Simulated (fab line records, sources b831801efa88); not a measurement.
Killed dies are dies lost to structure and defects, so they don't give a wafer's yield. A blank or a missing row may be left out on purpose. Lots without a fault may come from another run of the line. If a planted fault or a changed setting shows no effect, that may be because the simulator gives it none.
A struck lot beside a sound one ; flow gf180mcu ; 15 steps out of a route of 602
Sound: wafers L824.3, L824.4, L824.6. Struck: wafer L837.3. (L837.2, L837.6 of the same lot were not struck and are left out.) The cause comes at the end.
Each step with rows lists, per side, the tool, then ch with its chambers, then its first start. Under that, the readings that differ: sound wafers ; struck wafers ; difference of the means ; sigmas: that difference in standard deviations of wafers without a fault.
alike: same words and numbers on both sides, and readings whose means sit less than 2 such deviations apart. not compared: any withheld reading, any reading some wafer has no value for, any bound like >300 that may hide the same value, and any number with overlapping values for which the record gives no deviation.
Wherever a step has rows on one side only, a row that says differs or no value, or a row with sigmas, the two part there. When numbers do not overlap yet have no deviation, they are printed without sigmas and do not part them. A reading that every wafer of one side lacks parts them only if that side has two wafers or more.

first, 4 steps without rows for these wafers: GF_V4_SOFTBAKE_10 (time 60 s); GF_V4_EXPOSE_11 (exposes mask Via4, target cd 260 nm); GF_V4_PEB_12 (peb time 90 s); GF_V4_DEVELOP_13 (develop time 60 s).
GF_V4_CD_MEAS_14: the cd target is 260 nm.
  sound on cd sem-02, day 24 23:04; struck on cd sem-02, day 29 01:12
  alike: cd nm
GF_V4_OVL_MEAS_15:
  sound on overlay-01, day 24 23:10; struck on overlay-02, day 29 01:18
reading;sound;struck;difference;sigmas
V4_OVL (nm);-4 -10 0;7;+12;+2
GF_V4_ETCH_16: etches BARC in N2/H2.
  sound on rie diel-03 ch 0,1, day 24 23:11; struck on rie diel-03 ch 3, day 29 01:20
  alike: drypump motor current A, oes product au, throttle valve pct
GF_V4_ETCH_17: etches SiO2 in C4F8/O2/Ar, stops on TiN, target depth 630 nm.
  sound on rie diel-03 ch 0,1; struck on rie diel-03 ch 3
  alike: oes product au
GF_V4_STRIP_18: strips in O2/N2.
  sound on plasma asher-02 ch 0,1, day 24 23:20; struck on plasma asher-01 ch 1, day 29 01:28
reading;sound;struck;difference;sigmas
drypump motor current A (A);6.2 6.0 6.0;5.0;-1.1;-2
  alike: heater power w, oes product au
  not compared: rf hours counter h
then, 2 steps without rows for these wafers: GF_V4_STRIP_19 (strips in post etch residue remover, time 1200 s); GF_V4_CLEAN_20 (cleans in DIW).
GF_V4_SPUTTER_21: material Ti, target thk 15 nm, time 80.02 s.
  sound on pvd sputter-03, day 24 23:50; struck on pvd sputter-03, day 29 01:59
reading;sound;struck;difference;sigmas
throttle valve pct (%);30.8 31.5 31.3;28.6;-2.6;-2
GF_V4_SPUTTER_22: material TiN, target thk 10 nm, time 40 s.
  sound on pvd sputter-03, day 24 23:55; struck on pvd sputter-03, day 29 02:03
reading;sound;struck;difference;sigmas
throttle valve pct (%);30.8 31.2 30.9;28.4;-2.6;-2
model.TiN_of_V4_SPUTTER_22.thk nm (nm);10.12 9.836 9.918;4.688;-5.270;
GF_V4_CVD_23: deposits W, target thk 350 nm, time 104.9 s.
  sound on cvd w-01 ch 0,1, day 24 23:59; struck on cvd w-02 ch 1, day 29 02:05
  alike: heater power w
-- the record jumps here: 4 days lie between the struck wafers' starts before and after (it left off in module V4 and takes up again in module PASSIVATION, whose first step shown is number 602 of the route) --
GF_PASSIVATION_PROBE_99:
  sound on prober-02, day 29 19:40; struck on prober-02, day 33 02:10
reading;sound;struck;difference;sigmas
model.etest.via4 chain.rc ohm;6.643 6.169 6.592;6.873;+0.405;

== WHERE THEY PART ==
Last at GF_V4_SPUTTER_22 as far as this record goes, first at GF_V4_OVL_MEAS_15. Later steps at which nothing parts them and some readings are alike: GF_V4_CVD_23.

WHY: what had been put in by the simulator
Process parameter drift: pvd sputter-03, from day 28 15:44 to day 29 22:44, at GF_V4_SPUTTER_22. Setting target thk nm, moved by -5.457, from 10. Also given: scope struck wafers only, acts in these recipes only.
